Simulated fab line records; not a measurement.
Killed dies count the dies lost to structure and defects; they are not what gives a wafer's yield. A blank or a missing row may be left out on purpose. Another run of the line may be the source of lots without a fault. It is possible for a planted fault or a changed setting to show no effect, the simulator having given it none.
A lot that was struck, set against a sound lot :: flow sky130 :: 16 out of 708 route steps
Sound: the wafers L541.1, L541.4, L541.6. Struck: wafer L545.3 (left out: L545.4, L545.6 of the same lot, which were not struck); the cause appears at the end.
Each step with rows lists, per side, the tool, then ch with its chambers, then its first start. Under that, the readings that differ: sound wafers :: struck wafers :: difference of the means :: sigmas: that difference in standard deviations of wafers without a fault.
alike: readings whose means differ by less than 2 such deviations, and words and numbers that are the same on both sides. not compared: withheld readings, readings that some wafer has no value for, bounds like >300 that may hide the same value, and numbers for which the record gives no deviation and whose values overlap.
Wherever a step has rows on one side only, a row that says differs or no value, or a row with sigmas, the two part there. Numbers that don't overlap but have no deviation are shown without sigmas and don't part them. Lack of a reading on every wafer of one side parts them only where that side has two or more wafers.

first, 2 steps without rows for these wafers: SKY_METAL4_PEB_11; SKY_METAL4_DEVELOP_12 (develop time 60 s).
SKY_METAL4_CD_MEAS_13: the cd target is 300 nm.
  sound on cdSem-02, day 44 20:40; struck on cdSem-01, day 46 01:58
  alike: cdNm
SKY_METAL4_OVL_MEAS_14:
  sound on overlay-02, day 44 20:47; struck on overlay-01, day 46 02:04
reading: METAL4_OVL (nm)
sound: 10 11 4
struck: -3
difference: -11
sigmas: -2
then, 1 step without rows for these wafers: SKY_METAL4_DESCUM_15 (chemistry O2, time 8 s).
SKY_METAL4_ETCH_16: etches BARC in N2/H2, stops on SiO2, time 88.2 s, target depth 60 nm.
  sound on rieMetal-03 ch 0,1, day 44 20:51; struck on rieMetal-03 ch 1, day 46 02:09
reading: n2FlowSccm (sccm)
sound: 99.92 100.09 100.05
struck: 100.77
difference: +0.75
sigmas: +3

reading: throttleValvePct (%)
sound: 13.201 13.204 13.187
struck: 13.219
difference: +0.022
sigmas: +2
  alike: biasW, drypumpMotorCurrentA, oesProductAu
  not compared: rfHoursCounterH
SKY_METAL4_ETCH_17: etches SiO2 in C4F8/O2/Ar, stops on TiN, time 3.9 s, target depth 15 nm.
  sound on rieDiel-02 ch 0,1,3, day 44 20:57; struck on rieDiel-04 ch 1, day 46 02:13
reading: oesProductAu (a.u.)
sound: 0.761 0.764 0.759
struck: 0.744
difference: -0.017
sigmas: -2
  alike: biasW
  not compared: rfHoursCounterH
SKY_METAL4_METAL_ETCH_18: etches the open film in Cl2/BCl3, stops on SiO2, target depth 845 nm, time 183.1 s.
  sound on rieMetal-04 ch 0,1, day 44 20:58; struck on rieMetal-04 ch 1, day 46 02:17
  alike: biasW, drypumpMotorCurrentA, mfcCl2Sccm, oesProductAu, throttleValvePct
  not compared: rfHoursCounterH
SKY_METAL4_STRIP_19: strips in O2/N2.
  sound on plasmaAsher-04 ch 0, day 44 21:09; struck on plasmaAsher-02 ch 1, day 46 02:27
  alike: drypumpMotorCurrentA, n2FlowSccm, oesProductAu, stripTimeToEndpointS
  not compared: rfHoursCounterH
then, 3 steps without rows for these wafers: SKY_METAL4_STRIP_20 (strips in post etch residue remover, time 1200 s); SKY_METAL4_CLEAN_21 (cleans in IPA, time 180 s); SKY_METAL4_CLEAN_22 (cleans in O3/DIW).
SKY_VIA4_HDPCVD_00: deposits SiO2, target thk 1750 nm, time 291.7 s.
  sound on hdpcvd-01 ch 0,1,2, day 44 21:44; struck on hdpcvd-02 ch 0, day 46 03:07
reading: runLengthS (s)
sound: 320.7 319.1 319.1
struck: 387.3
difference: +67.7
sigmas: +99 or more

reading: model.SiO2_of_VIA4_HDPCVD_00.thkNm (nm)
sound: 1749 1767 1738
struck: 2164
difference: +413
sigmas: 
SKY_VIA4_THK_MEAS_01:
  sound on filmMetro-02, day 44 21:55; struck on filmMetro-03, day 46 03:19
reading: VIA4_HDPCVD_THK (nm)
sound: 1748 1767 1739
struck: 2165
difference: +414
sigmas: +23
SKY_VIA4_CMP_02: polishes SiO2.
  sound on cmp-02 ch 1,2, day 44 21:59; struck on cmp-02 ch 3, day 46 03:32
reading: platenRpm (rpm)
sound: 60.04 60.01 60.00
struck: 59.93
difference: -0.09
sigmas: -2
  alike: motorCurrentA, slurryFlowMlMin
then, 1 step without rows for these wafers: SKY_PAD_OPEN_PROBE_99.

== WHERE THEY PART ==
At SKY_METAL4_OVL_MEAS_14 first; at SKY_VIA4_CMP_02 last (within this record only).

WHY: the cause the simulator had injected
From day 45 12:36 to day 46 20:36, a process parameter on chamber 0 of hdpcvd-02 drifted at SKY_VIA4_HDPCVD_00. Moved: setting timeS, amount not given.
